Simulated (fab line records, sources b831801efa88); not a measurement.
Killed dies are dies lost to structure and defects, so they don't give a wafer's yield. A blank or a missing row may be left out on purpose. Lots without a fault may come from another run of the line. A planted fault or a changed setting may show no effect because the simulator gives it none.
Which tool did it? | flow gf180mcu | 10 lots, 30 wafers sampled, at 3 steps of a route of 602

WHAT THE GAUGES READ, wafer by wafer
GF_MIM_RS_MEAS_10: measures by four-point-probe.
lot  | measured     | on            | MIM_ALCU_RS (ohm/sq)
L215 | day 25 06:59 | film_metro-03 | 0.1589 0.1587 0.1576
L216 | day 25 16:12 | film_metro-03 | 0.1586 0.1572 0.1583
L218 | day 26 08:52 | film_metro-03 | 0.1566 0.1603 0.1603
L219 | day 26 09:52 | film_metro-04 | 0.1622 0.1608 0.1622
L222 | day 27 15:07 | film_metro-04 | 0.1615 0.1579 0.1583
L227 | day 29 02:03 | film_metro-03 | 0.1872 0.1604 0.1587
L229 | day 29 10:56 | film_metro-03 | 0.1579 0.1583 0.1575
L230 | day 29 19:45 | film_metro-03 | 0.1590 0.1611 0.1592
L231 | day 30 02:41 | film_metro-04 | 0.1616 0.1595 0.1594
L235 | day 31 02:02 | film_metro-03 | 0.1579 0.1600 0.1580

WHICH TOOL RAN EACH LOT (tool, then ch and the chambers of the sampled wafers, then the start)
lot  | GF_MIM_SPUTTER_01            | GF_MIM_SPUTTER_08
L215 | pvd_sputter-01, day 25 06:40 | pvd_sputter-02, day 25 06:55
L216 | pvd_sputter-04, day 25 15:50 | pvd_sputter-02, day 25 16:06
L218 | pvd_sputter-02, day 26 08:34 | pvd_sputter-04, day 26 08:49
L219 | pvd_sputter-01, day 26 09:31 | pvd_sputter-04, day 26 09:46
L222 | pvd_sputter-02, day 27 14:46 | pvd_sputter-01, day 27 15:01
L227 | pvd_sputter-04, day 29 01:44 | pvd_sputter-02, day 29 02:00
L229 | pvd_sputter-04, day 29 10:35 | pvd_sputter-01, day 29 10:50
L230 | pvd_sputter-02, day 29 19:25 | pvd_sputter-01, day 29 19:40
L231 | pvd_sputter-04, day 30 02:23 | pvd_sputter-01, day 30 02:38
L235 | pvd_sputter-01, day 31 01:41 | pvd_sputter-04, day 31 01:56
- GF_MIM_SPUTTER_01: material TiN, target thk 30 nm, time 25 s.
- GF_MIM_SPUTTER_08: material AlCu, target thk 200 nm, time 10.6 s.

THE ANSWER, worked out from the rows above alone
Rule: what is usual is taken from the lots themselves. Put in order of their means at a reading, lots are off if they are a third of the lots or fewer, leave a main group of 4 or more, and stand apart from it by a gap of 3 or more times the standard deviation of the main group's means; of several such gaps the widest counts. A main group whose means are all the same, to the digits that the tables above print for the reading, isn't used. A lot without any number at a reading at which 4 lots or more have one is off too. The other lots that the step has rows for count as sound.
Off: L227, at GF_MIM_RS_MEAS_10 (MIM_ALCU_RS). The main group: mean 0.1592 ohm/sq, standard deviation 0.0011.
A tool fits if, at a process step before that reading, it ran every lot that is off, and no sound lot after the first of them. The gauges at GF_MIM_RS_MEAS_10 are tried like those tools. One fits: pvd_sputter-02 at GF_MIM_SPUTTER_08. Its last sound lot is L216 (day 25 16:06), its first lot that is off L227 (day 29 02:00): a fault that began between those two fits.

WHAT THE SIMULATOR HAD PUT IN
Process parameter drift: pvd_sputter-02, from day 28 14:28 on, at GF_MIM_SPUTTER_08. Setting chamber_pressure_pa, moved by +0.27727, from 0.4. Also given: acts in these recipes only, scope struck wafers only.
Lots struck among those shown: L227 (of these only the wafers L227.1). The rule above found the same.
